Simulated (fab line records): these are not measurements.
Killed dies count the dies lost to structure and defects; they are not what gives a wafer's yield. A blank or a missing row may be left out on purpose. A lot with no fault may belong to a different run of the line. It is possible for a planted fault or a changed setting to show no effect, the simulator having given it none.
fab line records	flow sky130
record lots=13	wafers=39	lastDay=49
route steps=708 shown DNWELL@39 PAD_OPEN@708
lots that met no fault: taken from a fault-free run of the same line
startH: the number of hours between the record's first day and the start of the first shown wafer of the lot	waitH: hours elapsed since this lot's preceding step	" identical to the entry in the row above	L1.1+2: a row that stands for several wafers	- either no value or no given start	* or withheld: withheld	< > ~ a bound
route shown NAME@n: a module of which the file shows steps, and the number in the route of the first	usual: mean/standard deviation taken from wafers without a fault	same: alike in all rows	chamber/n: place in a boat	sites: each site's reading	_std_site: standard deviation across them	_edge_site: the outer-site mean with the inner-site mean subtracted	radiusMm: how far each site lies from the wafer's centre	mask NAME#n: copy n	behind: the last tool/chamber to shape the wafer	hold: cause of the lot's hold/its duration in hours/its outcome	device: which transistor (n, p or np) failed to switch	end of line: tests run on the same wafers once the route is complete	a step with no rows: only its recipe	killed: count of dies lost to structure and defects at first sort (not the wafer's yield)	map: shows each die of a wafer: x if killed, . if not, _ if none is there
set.NAME: the setting as run; set.NAME@STEP: as run at that earlier step	model.NAME: the simulator's own value behind a step, which no gauge read
one table for each step of the route and one row for each wafer, over a sample of lots
services: the hour from which a tool's chamber was out of use, counted from the record's first day as startH (under 0 if before that day), plus the number of hours and why
## steps
# step SKY_DNWELL_EXPOSE_04
# recipe maskId=DNM	na=0.57	targetCdNm=3000	doseMj=222
lot.wafer	tool	chamber	startH	waitH	mask
L710.3+4+5	ilineStepper-02	0	49.54	-	DNM#0
L711.3+5+6	ilineStepper-02	0	55.19	-	DNM#0
L712.3+4+6	ilineStepper-02	0	58.94	-	DNM#0
L713.2+4+6	ilineStepper-01	0	67.25	-	DNM#0
L716.4+5+6	ilineStepper-01	0	78.62	-	DNM#0
L717.3+4+6	ilineStepper-02	0	88.82	-	DNM#0
L718.2+4+6	ilineStepper-02	0	110.48	-	DNM#0
L721.1+4+5	ilineStepper-01	0	112.69	-	DNM#0
L722.4+5+6	ilineStepper-02	0	117.99	-	DNM#0
L723.2+3+5	ilineStepper-01	0	121.18	-	DNM#0
L724.1+5+6	ilineStepper-02	0	128.88	-	DNM_R1#0
L730.1+2+4	ilineStepper-01	0	160.73	-	DNM#0
L731.2+4+6	ilineStepper-01	0	163.63	-	DNM#0
# step SKY_PAD_OPEN_PROBE_99
# usual killed_at_M0_to_M3=44/7.2	killed_at_M4_up=3.1/1.8	killedAtContacts=24/4.5	killedAtFrontEnd=16/4.4	killedAtOther=0.2/0.42	killedDies=87/8.9	killedOpen=48/6.4	killedShort=39/6.2
# same grossDies=492	killedAtBackSide=0
lot.wafer	tool	chamber	startH	waitH	killed_at_M0_to_M3	killed_at_M4_up	killedAtContacts	killedAtFrontEnd	killedAtOther	killedDies	killedOpen	killedShort
L721.1	prober-01	-	1139.77	0.1	39	2	27	16	0	84	43	41
L721.4	prober-01	-	1139.92	0.2	25	4	23	15	0	67	34	33
L721.5	prober-01	-	1139.97	0.2	42	6	24	19	0	91	42	49
L723.2	prober-01	-	1149.63	0.1	47	3	23	21	0	94	54	40
L723.3	prober-01	-	1149.68	0.2	58	2	17	16	0	93	44	49
L723.5	prober-01	-	1149.78	0.2	42	3	19	22	0	86	46	40
# killed by level:class
L721.1 VIA1:geometricParticle:open=12 POLY_GATE:geometricParticle:open=7 LI_CONTACT:geometricParticle:short=6 CONTACT:geometricParticle:open=6 METAL2:geometricParticle:short=6 LI_CONTACT:geometricParticle:open=5 CONTACT:geometricParticle:short=5 VIA3:geometricParticle:open=5
L721.4 LI_CONTACT:geometricParticle:open=7 VIA1:geometricParticle:open=7 FIELD_ISO:geometricParticle:short=6 CONTACT:geometricParticle:open=5 LI_CONTACT:geometricParticle:short=5 METAL2:geometricParticle:short=4 METAL4:geometricParticle:short=3 CONTACT:geometricParticle:short=3
L721.5 CONTACT:geometricParticle:open=11 POLY_GATE:geometricParticle:short=7 METAL2:geometricParticle:short=7 VIA1:geometricParticle:open=7 METAL4:geometricParticle:short=6 VIA3:geometricParticle:open=6 VIA1:geometricParticle:short=5 METAL3:geometricParticle:short=5
L723.2 VIA1:geometricParticle:open=13 FIELD_ISO:geometricParticle:open=7 VIA2:geometricParticle:open=7 FIELD_ISO:geometricParticle:short=6 METAL2:geometricParticle:short=6 LI_CONTACT:geometricParticle:open=5 CONTACT:geometricParticle:open=5 POLY_GATE:geometricParticle:short=4
L723.3 METAL2:geometricParticle:short=11 VIA1:geometricParticle:open=9 CONTACT:geometricParticle:open=8 VIA2:geometricParticle:open=8 VIA3:geometricParticle:open=7 FIELD_ISO:geometricParticle:open=6 VIA1:geometricParticle:short=6 CONTACT:geometricParticle:short=5
L723.5 VIA1:geometricParticle:open=11 FIELD_ISO:geometricParticle:open=7 FIELD_ISO:geometricParticle:short=6 METAL2:geometricParticle:short=6 CONTACT:geometricParticle:open=6 VIA3:geometricParticle:open=6 CONTACT:geometricParticle:short=5 METAL1:geometricParticle:short=5
## services
tool	chamber	startH	hours	kind
ilineStepper-02	-	26.55	0.5	repair
ilineStepper-01	-	125.23	1.7	pm
## key
firstSign step=SKY_DNWELL_EXPOSE_04	reading=mask	direction=changed
effect none on later readings
metAt SKY_DNWELL_EXPOSE_04
struckLots L724
testerLeftOut L724
onsetBetween 117.99 128.88
fault kind=wrongMask	tool=any	chamber=-	onsetH=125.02	steps=SKY_DNWELL_EXPOSE_04	auxCopy=DNM_R1#0	cdOffsetNm=-600	scope=struckLotsOnly
# testerLeftOut: of these lots the tester's yield and bins aren't shown, on N5 and GAA mostly nor the transistor test; their killed dies are dies lost to structure and defects alone, not to doping, threshold or leakage, so they don't give the yield
